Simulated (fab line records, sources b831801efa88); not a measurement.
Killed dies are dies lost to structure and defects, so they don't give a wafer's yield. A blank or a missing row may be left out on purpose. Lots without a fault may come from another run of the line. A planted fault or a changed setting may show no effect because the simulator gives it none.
fab line records | flow gf180mcu
record lots=5 wafers=15 last_day=34
route steps=602 shown CONTACT@303 M1@315 V1@335
lots that met no fault: from a run of the same line without faults
start_h: hours from the record's first day to the start of the lot's first wafer shown | wait_h: hours since the lot's step before | " the same as in the row above | L1.1+2: a row that stands for several wafers | - no value, or no start given | * or withheld: withheld | < > ~ a bound
route shown NAME@n: a module of which the file shows steps, and the number in the route of the first | usual: mean/standard deviation of fault-free wafers | same: alike in all rows | chamber/n: place in a boat | sites: the reading at each site | _std_site: their standard deviation | _edge_site: outer sites' mean less inner sites' | radius_mm: how far each site lies from the wafer's centre | mask NAME#n: copy n | behind: the tool/chamber that last shaped the wafer | hold: why the lot was held/for how many hours/how that ended | device: the transistor (n, p or np) that didn't switch | end of line: the same wafers' tests at the end of the route | a step without rows: its recipe alone | killed: dies lost to structure and defects at the first sort, not the wafer's yield | map: a wafer's dies, x killed, . not, _ none there
set.NAME: the setting as run; set.NAME@STEP: as run at that earlier step | model.NAME: the simulator's own value behind a step, which no gauge read
lots at some steps of the route; a table a step, a row a wafer
services: from which hour (start_h, from the record's first day; less than 0 if before it) a tool's chamber was out of use, for how many hours, and why
## steps
# step GF_CONTACT_ETCH_16
# recipe chemistry=N2/H2 target_depth_a=withheld overetch_a=withheld time_s=withheld target=BARC ion_energy_ev=200 source_w=500 bias_w=100 pressure_mtorr=30 n2_flow_sccm=100 h2_flow_sccm=200
# usual drypump_motor_current_A=5.7/0.38 oes_product_au=0.853/0.0047 throttle_valve_pct=13.225/0.0095
# columns lot.wafer tool chamber start_h wait_h drypump_motor_current_A oes_product_au throttle_valve_pct
L075.1 rie_diel-03 0 384.27 0.0 5.5 0.861 13.225
L075.3 " 2 " " 5.1 0.856 13.229
L075.4 " 3 " " 5.5 0.864 13.230
L082.4 rie_diel-01 1 442.19 0.0 5.4 0.858 13.224
L082.5 " 0 " " 6.0 0.853 13.211
L082.6 " 2 " " 6.1 0.851 13.228
L085.1 rie_diel-03 1 463.34 0.0 6.2 0.849 13.222
L085.2 " 0 " " 5.5 0.852 13.222
L085.3 " 2 " " 5.1 0.852 13.213
L092.2 rie_diel-02 0 522.19 0.0 6.2 0.855 13.236
L092.5 " 0 " " 6.2 0.858 13.232
L092.6 " 1 " " 5.5 0.854 13.238
L095.1 rie_diel-02 0 542.87 0.0 6.2 0.859 13.235
L095.2 " 2 " " 6.3 0.851 13.230
L095.5 " 2 " " 6.3 0.849 13.218
# step GF_CONTACT_ETCH_17
# recipe chemistry=C4F8/O2/Ar mask_material=KrF target=SiO2 stop_on=CoSi2 source_w=1500 bias_w=1200 pressure_mtorr=40 c4f8_flow_sccm=withheld O2_flow_sccm=6 Ar_flow_sccm=300 time_s=withheld target_depth_a=8600
# usual oes_product_au=0.815/0.0045
# columns lot.wafer tool chamber start_h wait_h oes_product_au
L075.1 rie_diel-03 0 - - 0.811
L075.3 " 2 " " 0.814
L075.4 " 3 " " 0.807
L082.4 rie_diel-01 1 - - 0.817
L082.5 " 0 " " 0.812
L082.6 " 2 " " 0.825
L085.1 rie_diel-03 1 - - 0.820
L085.2 " 0 " " 0.812
L085.3 " 2 " " 0.817
L092.2 rie_diel-02 0 - - 0.814
L092.5 " 0 " " 0.813
L092.6 " 1 " " 0.811
L095.1 rie_diel-02 0 - - 0.817
L095.2 " 2 " " 0.821
L095.5 " 2 " " 0.811
# step GF_CONTACT_STRIP_18
# recipe chemistry=O2/N2 power_w=1400 pressure_mtorr=1500 platen_temp_c=250 o2_flow_sccm=3000 n2_flow_sccm=300 overash_fraction=0.5
# usual drypump_motor_current_A=5.6/0.59 heater_power_w=321/34 oes_product_au=0.579/0.0053 platen_temp_c=250.01/0.16
# columns lot.wafer tool chamber start_h wait_h drypump_motor_current_A heater_power_w oes_product_au platen_temp_c rf_hours_counter_h
L075.1 plasma_asher-02 0 384.43 - 4.8 321 0.577 249.89 58
L075.3 " 0 " " 4.8 315 0.574 249.94 -
L075.4 " 1 " " 5.8 304 0.574 249.93 -
L082.4 plasma_asher-04 1 442.37 - 5.4 285 0.582 249.86 -
L082.5 " 1 " " 5.4 293 0.577 250.30 -
L082.6 " 0 " " 6.5 333 0.571 249.91 -
L085.1 plasma_asher-04 0 463.51 - 6.5 339 0.578 250.26 4
L085.2 " 1 " " 5.4 282 0.583 250.25 4
L085.3 " 1 " " 5.3 282 0.580 250.15 -
L092.2 plasma_asher-02 1 522.36 - 5.8 293 0.582 249.85 74
L092.5 " 1 " " 5.8 302 0.582 250.08 -
L092.6 " 0 " " 4.8 321 0.572 249.88 -
L095.1 plasma_asher-02 0 543.03 - 4.8 316 0.577 250.14 76
L095.2 " 1 " " 5.8 306 0.574 250.18 76
L095.5 " 0 " " 4.8 325 0.576 250.03 -
# step GF_CONTACT_CLEAN_19
# recipe chemistry=SPM
# columns lot.wafer tool chamber start_h wait_h
L075.1+3+4 wet_bench-04 0 384.53 0.1
L082.4+5+6 wet_bench-02 0 442.43 0.0
L085.1+2+3 wet_bench-04 2 463.61 0.1
L092.2+5+6 wet_bench-03 1 522.46 0.1
L095.1+2+5 wet_bench-02 3 543.13 0.1
# step GF_CONTACT_CLEAN_20
# recipe chemistry=DIW
# columns lot.wafer tool chamber start_h wait_h
L075.1+3+4 wet_bench-03 0 384.64 0.0
L082.4+5+6 wet_bench-03 2 442.52 0.0
L085.1+2+3 wet_bench-03 1 463.71 0.0
L092.2+5+6 wet_bench-02 0 522.55 0.0
L095.1+2+5 wet_bench-03 0 543.22 0.0
# step GF_CONTACT_CLEAN_21
# recipe chemistry=dHF time_s=20 dilution=100:1 dry=ipa_marangoni
# columns lot.wafer tool chamber start_h wait_h
L075.1+3+4 wet_bench-04 3 384.74 0.0
L082.4+5+6 wet_bench-04 1 442.62 0.0
L085.1+2+3 wet_bench-04 0 463.80 0.0
L092.2+5+6 wet_bench-03 2 522.66 0.0
L095.1+2+5 wet_bench-04 1 543.31 0.0
# step GF_CONTACT_SPUTTER_22
# recipe material=Ti target_thk_nm=15 chamber_pressure_pa=5 power_w=2500 substrate_temp_c=200 time_s=80.02
# usual substrate_temp_c=200.04/0.18 throttle_valve_pct=30.2/1.1
# columns lot.wafer tool chamber start_h wait_h substrate_temp_c throttle_valve_pct
L075.1 pvd_sputter-01 - 384.76 0.0 199.97 29.4
L075.3 " - " " 200.19 29.1
L075.4 " - " " 199.89 31.9
L082.4 pvd_sputter-02 - 442.63 0.0 200.06 30.4
L082.5 " - " " 200.41 31.8
L082.6 " - " " 199.87 30.1
L085.1 pvd_sputter-04 - 463.81 0.0 200.08 30.7
L085.2 " - " " 200.21 30.8
L085.3 " - " " 200.24 30.2
L092.2 pvd_sputter-01 - 522.67 0.0 200.06 29.5
L092.5 " - " " 200.31 28.3
L092.6 " - " " 200.24 31.7
L095.1 pvd_sputter-04 - 543.34 0.0 199.82 29.6
L095.2 " - " " 200.11 30.3
L095.5 " - " " 200.00 30.1
# step GF_CONTACT_SPUTTER_23
# recipe material=TiN target_thk_nm=10 chamber_pressure_pa=5 power_w=4000 time_s=40
# usual throttle_valve_pct=30.3/1.1
# columns lot.wafer tool chamber start_h wait_h throttle_valve_pct
L075.1 pvd_sputter-01 - 384.82 0.0 29.4
L075.3 " - " " 29.5
L075.4 " - " " 31.8
L082.4 pvd_sputter-02 - 442.69 0.0 30.1
L082.5 " - " " 31.8
L082.6 " - " " 30.0
L085.1 pvd_sputter-04 - 463.88 0.0 30.4
L085.2 " - " " 30.9
L085.3 " - " " 30.3
L092.2 pvd_sputter-01 - 522.73 0.0 29.6
L092.5 " - " " 28.4
L092.6 " - " " 31.8
L095.1 pvd_sputter-04 - 543.41 0.0 29.3
L095.2 " - " " 30.5
L095.5 " - " " 30.1
# step GF_CONTACT_CVD_24
# recipe material=W target_thk_nm=300 time_s=90.339 temp_c=400 pressure_torr=40
# usual heater_power_w=854/49
# columns lot.wafer tool chamber start_h wait_h heater_power_w
L075.1 cvd_w-01 0 384.86 0.0 865
L075.3 " 1 " " 798
L075.4 " 0 " " 865
L082.4 cvd_w-02 1 442.76 0.1 927
L082.5 " 1 " " 942
L082.6 " 0 " " 856
L085.1 cvd_w-01 1 463.91 0.0 798
L085.2 " 0 " " 844
L085.3 " 0 " " 858
L092.2 cvd_w-01 0 522.77 0.0 865
L092.5 " 1 " " 776
L092.6 " 0 " " 868
L095.1 cvd_w-02 0 543.44 0.0 885
L095.2 " 1 " " 925
L095.5 " 0 " " 879
# step GF_CONTACT_RS_MEAS_25
# recipe thk_meas_gauge=four-point-probe reads=W_of_CONTACT_CVD_24+TiN_of_CONTACT_SPUTTER_23+Ti_of_CONTACT_SPUTTER_22
# usual CONTACT_W_RS=0.385/0.0073
# columns lot.wafer tool chamber start_h wait_h CONTACT_W_RS[ohm/sq]
L075.1 film_metro-04 - 384.96 0.1 0.372
L075.3 " - " " 0.378
L075.4 " - " " 0.370
L082.4 film_metro-02 - 442.89 0.1 0.387
L082.5 " - " " 0.386
L082.6 " - " " 0.393
L085.1 film_metro-02 - 464.01 0.1 0.390
L085.2 " - " " 0.375
L085.3 " - " " 0.379
L092.2 film_metro-03 - 522.89 0.1 0.378
L092.5 " - " " 0.385
L092.6 " - " " 0.373
L095.1 film_metro-03 - 543.54 0.1 0.399
L095.2 " - " " 0.395
L095.5 " - " " 0.400
# step GF_CONTACT_THK_MEAS_26
# recipe thk_meas_gauge=xrf reads=W_of_CONTACT_CVD_24
# usual CONTACT_W_THK=301/5.9
# columns lot.wafer tool chamber start_h wait_h CONTACT_W_THK[nm]
L075.1 film_metro-04 - 385.08 0.1 309
L075.3 " - " " 306
L075.4 " - " " 312
L082.4 film_metro-02 - 442.98 0.1 303
L082.5 " - " " 302
L082.6 " - " " 297
L085.1 film_metro-02 - 464.13 0.1 300
L085.2 " - " " 312
L085.3 " - " " 309
L092.2 film_metro-03 - 523.00 0.1 307
L092.5 " - " " 300
L092.6 " - " " 312
L095.1 film_metro-03 - 543.66 0.1 289
L095.2 " - " " 290
L095.5 " - " " 290
# step GF_CONTACT_CMP_27
# recipe stop_on=SiO2 down_force_psi=3.5 platen_rpm=60 t_overpolish_s=15 target_thk_nm=0 pad_velocity_m_s=0.94248
# usual head_pressure_psi=3.499/0.0069 motor_current_A=11.5/1.2 overpolish_run_s=15.000/0.0088 platen_rpm=60.00/0.041 time_to_endpoint_s=73/5.5
# same t_overpolish_s=15
# columns lot.wafer tool chamber start_h wait_h head_pressure_psi motor_current_A overpolish_run_s platen_rpm time_to_endpoint_s
L075.4 cmp-02 3 385.14 0.0 3.493 10.7 14.982 60.00 72
L075.1 " 0 " " 3.506 12.5 14.993 60.01 71
L075.3 " 1 " " 3.507 10.2 14.989 60.01 82
L082.4 cmp-01 3 443.01 0.0 3.507 11.6 15.011 59.99 67
L082.5 " 3 " " 3.503 11.0 14.987 60.00 66
L082.6 " 0 " " 3.492 13.6 14.998 60.02 77
L085.2 cmp-01 3 464.19 0.0 3.510 11.5 14.999 60.06 65
L085.1 " 0 " " 3.501 13.4 15.007 59.96 77
L085.3 " 1 " " 3.500 11.9 14.994 60.04 70
L092.2 cmp-02 1 523.15 0.1 3.489 9.9 15.015 59.98 80
L092.5 " 3 " " 3.490 10.5 15.002 60.00 69
L092.6 " 0 " " 3.501 13.2 15.013 59.99 73
L095.1 cmp-02 3 543.77 0.1 3.498 10.6 15.009 59.97 64
L095.2 " 1 " " 3.503 10.3 14.998 60.01 76
L095.5 " 3 " " 3.496 9.8 15.002 60.07 67
# step GF_M1_SPUTTER_00
# recipe material=Ti target_thk_nm=37.5 arriving_ion_energy_ev=80 substrate_temp_c=200 chamber_pressure_pa=2 power_w=4000 time_s=150
# usual substrate_temp_c=199.97/0.14 throttle_valve_pct=29.9/1
# columns lot.wafer tool chamber start_h wait_h substrate_temp_c throttle_valve_pct
L075.1 pvd_sputter-04 - 385.44 0.2 199.70 30.6
L075.3 " - " " 200.11 30.8
L075.4 " - " " 199.73 29.3
L082.4 pvd_sputter-03 - 443.31 0.2 199.94 30.5
L082.5 " - " " 200.05 28.0
L082.6 " - " " 200.10 30.4
L085.1 pvd_sputter-03 - 464.49 0.2 199.86 31.0
L085.2 " - " " 199.83 30.5
L085.3 " - " " 199.79 29.2
L092.2 pvd_sputter-04 - 523.35 0.1 199.96 30.3
L092.5 " - " " 199.80 31.1
L092.6 " - " " 199.77 29.3
L095.1 pvd_sputter-04 - 544.02 0.2 199.92 31.1
L095.2 " - " " 199.90 30.1
L095.5 " - " " 199.92 29.5
# step GF_M1_SPUTTER_01
# recipe material=TiN target_thk_nm=30 power_w=6500 time_s=25 chamber_pressure_pa=0.4
# usual throttle_valve_pct=29.9/1
# columns lot.wafer tool chamber start_h wait_h throttle_valve_pct
L075.1 pvd_sputter-04 - 385.54 0.1 30.7
L075.3 " - " " 31.0
L075.4 " - " " 29.3
L082.4 pvd_sputter-03 - 443.41 0.1 30.5
L082.5 " - " " 28.1
L082.6 " - " " 30.4
L085.1 pvd_sputter-03 - 464.59 0.1 31.2
L085.2 " - " " 30.6
L085.3 " - " " 28.9
L092.2 pvd_sputter-04 - 523.45 0.1 30.6
L092.5 " - " " 30.9
L092.6 " - " " 29.4
L095.1 pvd_sputter-04 - 544.12 0.1 31.0
L095.2 " - " " 30.2
L095.5 " - " " 29.5
# step GF_M1_SPUTTER_02
# recipe material=AlCu target_thk_nm=450 power_w=10600 time_s=23.9 chamber_pressure_pa=0.4
# usual throttle_valve_pct=29.9/1
# columns lot.wafer tool chamber start_h wait_h throttle_valve_pct
L075.1 pvd_sputter-04 - 385.57 0.0 30.4
L075.3 " - " " 31.0
L075.4 " - " " 29.4
L082.4 pvd_sputter-03 - 443.44 0.0 30.7
L082.5 " - " " 28.1
L082.6 " - " " 30.6
L085.1 pvd_sputter-03 - 464.63 0.0 31.0
L085.2 " - " " 30.5
L085.3 " - " " 29.0
L092.2 pvd_sputter-04 - 523.48 0.0 30.5
L092.5 " - " " 31.0
L092.6 " - " " 29.4
L095.1 pvd_sputter-04 - 544.15 0.0 30.8
L095.2 " - " " 30.3
L095.5 " - " " 29.3
# step GF_M1_SPUTTER_03
# recipe material=Ti target_thk_nm=10 substrate_temp_c=300 chamber_pressure_pa=0.3 power_w=3000 time_s=6.7
# usual substrate_temp_c=300.01/0.2 throttle_valve_pct=29.9/1
# columns lot.wafer tool chamber start_h wait_h substrate_temp_c throttle_valve_pct
L075.1 pvd_sputter-04 - 385.60 0.0 300.01 30.7
L075.3 " - " " 299.63 30.8
L075.4 " - " " 299.73 29.2
L082.4 pvd_sputter-03 - 443.47 0.0 300.19 30.6
L082.5 " - " " 299.53 28.1
L082.6 " - " " 300.02 30.7
L085.1 pvd_sputter-03 - 464.66 0.0 300.06 31.2
L085.2 " - " " 300.18 30.4
L085.3 " - " " 300.26 29.2
L092.2 pvd_sputter-04 - 523.51 0.0 299.91 30.6
L092.5 " - " " 300.07 30.8
L092.6 " - " " 299.61 29.4
L095.1 pvd_sputter-04 - 544.18 0.0 300.03 30.9
L095.2 " - " " 299.73 30.3
L095.5 " - " " 299.92 29.6
# step GF_M1_SPUTTER_04
# recipe material=TiN target_thk_nm=50 power_w=6500 time_s=41.7 chamber_pressure_pa=0.4
# usual throttle_valve_pct=29.9/1
# columns lot.wafer tool chamber start_h wait_h throttle_valve_pct
L075.1 pvd_sputter-04 - 385.62 0.0 30.6
L075.3 " - " " 30.9
L075.4 " - " " 29.1
L082.4 pvd_sputter-03 - 443.49 0.0 30.3
L082.5 " - " " 28.0
L082.6 " - " " 30.6
L085.1 pvd_sputter-03 - 464.68 0.0 30.8
L085.2 " - " " 30.6
L085.3 " - " " 29.1
L092.2 pvd_sputter-04 - 523.53 0.0 30.5
L092.5 " - " " 30.9
L092.6 " - " " 29.4
L095.1 pvd_sputter-04 - 544.21 0.0 30.5
L095.2 " - " " 30.0
L095.5 " - " " 29.3
# step GF_M1_RS_MEAS_05
# recipe thk_meas_gauge=four-point-probe reads=TiN_of_M1_SPUTTER_04+Ti_of_M1_SPUTTER_03+AlCu_of_M1_SPUTTER_02+TiN_of_M1_SPUTTER_01+Ti_of_M1_SPUTTER_00
# usual M1_ALCU_RS=0.0696/0.0009
# columns lot.wafer tool chamber start_h wait_h M1_ALCU_RS[ohm/sq]
L075.1 film_metro-01 - 385.66 0.0 0.0715
L075.3 " - " " 0.0701
L075.4 " - " " 0.0702
L082.4 film_metro-01 - 443.59 0.1 0.0699
L082.5 " - " " 0.0689
L082.6 " - " " 0.0701
L085.1 film_metro-01 - 464.72 0.0 0.0700
L085.2 " - " " 0.0701
L085.3 " - " " 0.0698
L092.2 film_metro-02 - 523.59 0.0 0.0711
L092.5 " - " " 0.0697
L092.6 " - " " 0.0689
L095.1 film_metro-02 - 544.25 0.0 0.0696
L095.2 " - " " 0.0698
L095.5 " - " " 0.0695
# step GF_M1_THK_MEAS_06
# recipe thk_meas_gauge=xrf reads=AlCu_of_M1_SPUTTER_02
# usual M1_ALCU_THK=450/6.2
# columns lot.wafer tool chamber start_h wait_h M1_ALCU_THK[nm]
L075.1 film_metro-01 - 385.78 0.1 438
L075.3 " - " " 443
L075.4 " - " " 446
L082.4 film_metro-01 - 443.68 0.1 445
L082.5 " - " " 451
L082.6 " - " " 444
L085.1 film_metro-01 - 464.84 0.1 447
L085.2 " - " " 445
L085.3 " - " " 448
L092.2 film_metro-02 - 523.70 0.1 438
L092.5 " - " " 452
L092.6 " - " " 455
L095.1 film_metro-02 - 544.37 0.1 454
L095.2 " - " " 451
L095.5 " - " " 455
# step GF_M1_DEHYDRATE_07
# recipe temp_c=200 time_s=60
# columns lot.wafer tool chamber start_h wait_h
L075.1+3+4 litho_track-02 0 396.93 11.1
L082.4+5+6 litho_track-02 0 454.65 11.0
L085.1+2+3 litho_track-04 0 476.36 11.5
L092.2+5+6 litho_track-02 0 534.10 10.4
L095.1+2+5 litho_track-04 0 554.86 10.5
# step GF_M1_HMDS_08
# recipe prime_time_s=60 prime_temp_c=120
# columns lot.wafer tool chamber start_h wait_h
L075.1+3+4 litho_track-02 0 397.08 0.1
L082.4+5+6 litho_track-02 0 454.80 0.1
L085.1+2+3 litho_track-04 0 476.51 0.1
L092.2+5+6 litho_track-02 0 534.25 0.1
L095.1+2+5 litho_track-04 0 555.01 0.1
# step GF_M1_COAT_09
# recipe resist=KrF spin_rpm=withheld resist_thk_nm=1000
# columns lot.wafer tool chamber start_h wait_h
L075.1+3+4 litho_track-02 0 397.23 0.1
L082.4+5+6 litho_track-02 0 454.95 0.1
L085.1+2+3 litho_track-04 0 476.66 0.1
L092.2+5+6 litho_track-02 0 534.40 0.1
L095.1+2+5 litho_track-04 0 555.16 0.1
# step GF_M1_SOFTBAKE_10
# recipe temp_c=130 time_s=60 resist=KrF
# columns lot.wafer tool chamber start_h wait_h
L075.1+3+4 litho_track-02 0 397.38 0.1
L082.4+5+6 litho_track-02 0 455.10 0.1
L085.1+2+3 litho_track-04 0 476.81 0.1
L092.2+5+6 litho_track-02 0 534.55 0.1
L095.1+2+5 litho_track-04 0 555.31 0.1
# step GF_M1_EXPOSE_11
# recipe mask_id=Metal1 target_cd_nm=230 na=0.68 source_shape=conventional sigma_outer=0.6 dose_mj=28
# usual exposure_dose_mJ_cm2=28.08/0.21
# columns lot.wafer tool chamber start_h wait_h mask exposure_dose_mJ_cm2
L075.1 krf_scanner-02 0 - - Metal1#0 27.94
L075.3 " 0 " " Metal1#0 28.00
L075.4 " 0 " " Metal1#0 27.93
L082.4 krf_scanner-01 0 - - Metal1#0 27.98
L082.5 " 0 " " Metal1#0 28.00
L082.6 " 0 " " Metal1#0 27.97
L085.1 krf_scanner-01 0 - - Metal1#0 27.95
L085.2 " 0 " " Metal1#0 27.96
L085.3 " 0 " " Metal1#0 27.99
L092.2 krf_scanner-02 0 - - Metal1#0 28.40
L092.5 " 0 " " Metal1#0 28.41
L092.6 " 0 " " Metal1#0 28.39
L095.1 krf_scanner-02 0 - - Metal1#0 28.39
L095.2 " 0 " " Metal1#0 28.42
L095.5 " 0 " " Metal1#0 28.40
# step GF_M1_PEB_12
# recipe peb_temp_c=135 peb_time_s=90 resist=KrF
# columns lot.wafer tool chamber start_h wait_h
L075.1+3+4 litho_track-04 0 - -
L082.4+5+6 litho_track-04 0 - -
L085.1+2+3 litho_track-04 0 - -
L092.2+5+6 litho_track-02 0 - -
L095.1+2+5 litho_track-03 0 - -
# step GF_M1_DEVELOP_13
# recipe develop_time_s=60 dev_temp_c=21
# same develop_time_s=60
# columns lot.wafer tool chamber start_h wait_h
L075.1+3+4 litho_track-04 0 409.06 0.2
L082.4+5+6 litho_track-04 0 467.29 0.1
L085.1+2+3 litho_track-04 0 489.36 0.2
L092.2+5+6 litho_track-02 0 546.40 0.2
L095.1+2+5 litho_track-03 0 566.31 0.2
# step GF_M1_CD_MEAS_14
# recipe target_cd_nm=230
# usual cd_nm=229.7/1.1
# columns lot.wafer tool chamber start_h wait_h cd_nm
L075.1 cd_sem-01 - 409.21 0.1 227.5
L075.3 " - " " 228.1
L075.4 " - " " 227.6
L082.4 cd_sem-02 - 467.42 0.1 229.4
L082.5 " - " " 229.1
L082.6 " - " " 229.4
L085.1 cd_sem-02 - 489.51 0.1 229.8
L085.2 " - " " 230.1
L085.3 " - " " 229.0
L092.2 cd_sem-02 - 546.55 0.1 229.3
L092.5 " - " " 228.7
L092.6 " - " " 227.8
L095.1 cd_sem-02 - 566.46 0.1 230.7
L095.2 " - " " 230.0
L095.5 " - " " 231.1
# step GF_M1_OVL_MEAS_15
# usual M1_OVL=2/6
# columns lot.wafer tool chamber start_h wait_h M1_OVL[nm]
L075.1 overlay-02 - 409.33 0.1 -6
L075.3 " - " " -4
L075.4 " - " " 1
L082.4 overlay-01 - 467.50 0.1 7
L082.5 " - " " 12
L082.6 " - " " 3
L085.1 overlay-01 - 489.63 0.1 0
L085.2 " - " " -8
L085.3 " - " " -4
L092.2 overlay-02 - 546.65 0.1 5
L092.5 " - " " -5
L092.6 " - " " -1
L095.1 overlay-02 - 566.58 0.1 6
L095.2 " - " " -5
L095.5 " - " " 2
# step GF_M1_METAL_ETCH_16
# recipe chemistry=Cl2/BCl3 mask_material=KrF target_depth_nm=627.5 stop_on=SiO2 pressure_mtorr=8 icp_w=800 bias_w=140 Cl2_flow_sccm=80 bcl3_flow_sccm=40 time_s=104.6
# usual drypump_motor_current_A=5.8/0.33 he_backside_leak_sccm=3.5/0.33 mfc_cl2_sccm=80.02/0.21 oes_product_au=0.971/0.007 throttle_valve_pct=28.251/0.01
# columns lot.wafer tool chamber start_h wait_h drypump_motor_current_A he_backside_leak_sccm mfc_cl2_sccm oes_product_au rf_hours_counter_h throttle_valve_pct
L075.1 rie_metal-01 0 409.37 0.0 6.4 3.7 79.98 0.953 6 28.250
L075.3 " 1 " " 5.7 3.3 79.89 0.978 - 28.250
L075.4 " 0 " " 6.4 3.4 80.21 0.964 - 28.247
L082.4 rie_metal-03 0 467.56 0.0 5.4 3.0 80.10 0.970 - 28.261
L082.5 " 0 " " 5.4 3.1 79.83 0.975 - 28.224
L082.6 " 1 " " 5.8 3.7 80.02 0.968 - 28.266
L085.1 rie_metal-04 0 489.67 0.0 5.4 3.4 80.01 0.963 10 28.270
L085.2 " 1 " " 5.8 3.5 80.01 0.970 0 28.253
L085.3 " 0 " " 5.4 3.5 79.98 0.970 - 28.245
L092.2 rie_metal-04 1 546.68 0.0 5.7 3.6 80.52 0.960 1 28.249
L092.5 " 0 " " 5.4 3.3 80.02 0.986 - 28.262
L092.6 " 1 " " 5.7 3.5 80.07 0.974 - 28.251
L095.1 rie_metal-04 1 566.62 0.0 5.7 3.6 80.01 0.974 2 28.231
L095.2 " 0 " " 5.4 3.7 80.09 0.971 12 28.242
L095.5 " 1 " " 5.7 3.3 80.24 0.968 - 28.241
# step GF_M1_STRIP_17
# recipe chemistry=O2/N2 power_w=1400 pressure_mtorr=1500 platen_temp_c=250 o2_flow_sccm=3000 n2_flow_sccm=300 overash_fraction=0.5
# usual drypump_motor_current_A=5.7/0.53 heater_power_w=314/32 oes_product_au=0.556/0.0052 platen_temp_c=250.01/0.16 strip_time_to_endpoint_s=7.85/0.064
# columns lot.wafer tool chamber start_h wait_h drypump_motor_current_A heater_power_w oes_product_au platen_temp_c rf_hours_counter_h strip_time_to_endpoint_s
L075.1 plasma_asher-01 0 409.48 0.1 5.8 309 0.564 250.01 30 7.87
L075.3 " 1 " " 5.1 308 0.546 249.93 - 7.80
L075.4 " 0 " " 5.8 303 0.568 249.95 - 7.87
L082.4 plasma_asher-04 1 467.66 0.1 5.4 289 0.553 250.04 - 7.88
L082.5 " 1 " " 5.4 287 0.556 249.83 - 7.87
L082.6 " 0 " " 6.5 335 0.549 249.96 - 7.80
L085.1 plasma_asher-03 1 489.78 0.1 6.0 302 0.563 249.99 94 7.91
L085.2 " 0 " " 5.2 399 0.545 250.06 94 7.84
L085.3 " 0 " " 5.1 411 0.551 249.87 - 7.87
L092.2 plasma_asher-04 0 546.80 0.1 6.5 332 0.564 249.89 15 7.83
L092.5 " 0 " " 6.5 334 0.551 249.98 - 7.88
L092.6 " 1 " " 5.4 284 0.550 250.00 - 7.82
L095.1 plasma_asher-01 0 566.73 0.1 5.8 318 0.550 250.22 45 7.80
L095.2 " 1 " " 5.1 294 0.556 249.70 45 7.86
L095.5 " 1 " " 5.1 296 0.554 249.95 - 7.80
# step GF_M1_STRIP_18
# recipe chemistry=post_etch_residue_remover time_s=1200 temp_c=72.5
# columns lot.wafer tool chamber start_h wait_h
L075.1+3+4 wet_bench-01 3 409.58 0.1
L082.4+5+6 wet_bench-04 2 467.73 0.0
L085.1+2+3 wet_bench-04 0 489.88 0.1
L092.2+5+6 wet_bench-01 1 546.90 0.1
L095.1+2+5 wet_bench-01 3 566.83 0.1
# step GF_M1_CLEAN_19
# recipe chemistry=DIW dry=n2_spin
# columns lot.wafer tool chamber start_h wait_h
L075.1+3+4 wet_bench-03 0 409.95 0.0
L082.4+5+6 wet_bench-03 3 468.10 0.0
L085.1+2+3 wet_bench-03 2 490.25 0.0
L092.2+5+6 wet_bench-03 0 547.24 0.0
L095.1+2+5 wet_bench-04 2 567.17 0.0
# step GF_V1_CVD_00
# recipe material=SiO2 target_thk_nm=600 sigma_open_frac=0.3 temp_c=400 time_s=100 sih4_flow_sccm=60 pressure_mtorr=6
# columns lot.wafer tool chamber start_h wait_h
L075.1+3+4 hdpcvd-01 1,0,1 410.05 0.0
L082.4+5+6 hdpcvd-02 1,2,0 468.23 0.0
L085.1+2+3 hdpcvd-02 2,1,0 490.34 0.0
L092.2+5+6 hdpcvd-02 2,0,1 547.40 0.1
L095.1+2+5 hdpcvd-01 2,1,2 567.28 0.0
# step GF_V1_THK_MEAS_01
# recipe reads=SiO2_of_V1_CVD_00
# usual V1_CVD_00_THK=603/6.5
# columns lot.wafer tool chamber start_h wait_h V1_CVD_00_THK[nm]
L075.1 film_metro-02 - 410.15 0.1 607
L075.3 " - " " 603
L075.4 " - " " 608
L082.4 film_metro-04 - 468.30 0.0 611
L082.5 " - " " 597
L082.6 " - " " 605
L085.1 film_metro-01 - 490.42 0.0 594
L085.2 " - " " 599
L085.3 " - " " 600
L092.2 film_metro-04 - 547.48 0.0 589
L092.5 " - " " 611
L092.6 " - " " 607
L095.1 film_metro-02 - 567.35 0.0 603
L095.2 " - " " 609
L095.5 " - " " 607
# step GF_V1_CVD_02
# recipe material=SiO2 target_thk_nm=850 precursor=TEOS temp_c=400 time_s=94.851 rf_w=600
# usual heater_power_w=668/94
# columns lot.wafer tool chamber start_h wait_h heater_power_w
L075.1 pecvd-04 0 410.21 0.1 700
L075.3 " 1 " " 642
L075.4 " 2 " " 639
L082.4 pecvd-01 2 468.36 0.1 613
L082.5 " 1 " " 650
L082.6 " 0 " " 659
L085.1 pecvd-04 0 490.48 0.1 718
L085.2 " 2 " " 719
L085.3 " 1 " " 672
L092.2 pecvd-01 0 547.53 0.0 645
L092.5 " 1 " " 696
L092.6 " 0 " " 678
L095.1 pecvd-04 2 567.41 0.1 715
L095.2 " 1 " " 679
L095.5 " 1 " " 540
# step GF_V1_THK_MEAS_03
# recipe reads=SiO2_of_V1_CVD_02
# usual V1_CVD_02_THK=852/12
# columns lot.wafer tool chamber start_h wait_h V1_CVD_02_THK[nm]
L075.1 film_metro-01 - 410.28 0.0 843
L075.3 " - " " 840
L075.4 " - " " 867
L082.4 film_metro-02 - 468.43 0.0 858
L082.5 " - " " 862
L082.6 " - " " 855
L085.1 film_metro-04 - 490.55 0.0 836
L085.2 " - " " 851
L085.3 " - " " 851
L092.2 film_metro-01 - 547.61 0.0 844
L092.5 " - " " 859
L092.6 " - " " 844
L095.1 film_metro-01 - 567.48 0.0 857
L095.2 " - " " 847
L095.5 " - " " 857
## services
# columns tool chamber start_h hours kind
plasma_asher-02 - 362.67 1.3 repair
pvd_sputter-04 - 365.97 2.1 repair
pecvd-04 - 368.88 14.0 pm
rie_diel-03 - 374.94 0.5 repair
plasma_asher-04 - 380.84 12.4 repair
krf_scanner-02 - 384.19 11.6 pm
pvd_sputter-04 - 388.19 6.2 repair
pvd_sputter-03 - 395.37 3.4 repair
krf_scanner-02 - 395.74 1.3 pm
pvd_sputter-04 - 416.22 3.1 repair
plasma_asher-04 - 421.25 9.0 pm
rie_diel-03 2 424.15 10.6 repair
pvd_sputter-01 - 439.97 5.4 repair
rie_diel-02 3 445.74 4.7 repair
pvd_sputter-03 - 449.18 5.0 repair
rie_diel-03 0 450.51 5.8 repair
rie_diel-03 2 471.34 3.5 repair
rie_diel-02 0 477.85 4.0 repair
pvd_sputter-03 - 503.42 1.4 repair
rie_diel-02 3 523.22 8.1 repair
rie_diel-02 1 530.29 4.9 repair
rie_diel-03 3 532.50 7.3 repair
plasma_asher-04 - 551.82 4.8 repair
pvd_sputter-04 - 566.78 3.0 repair
## key
fault none
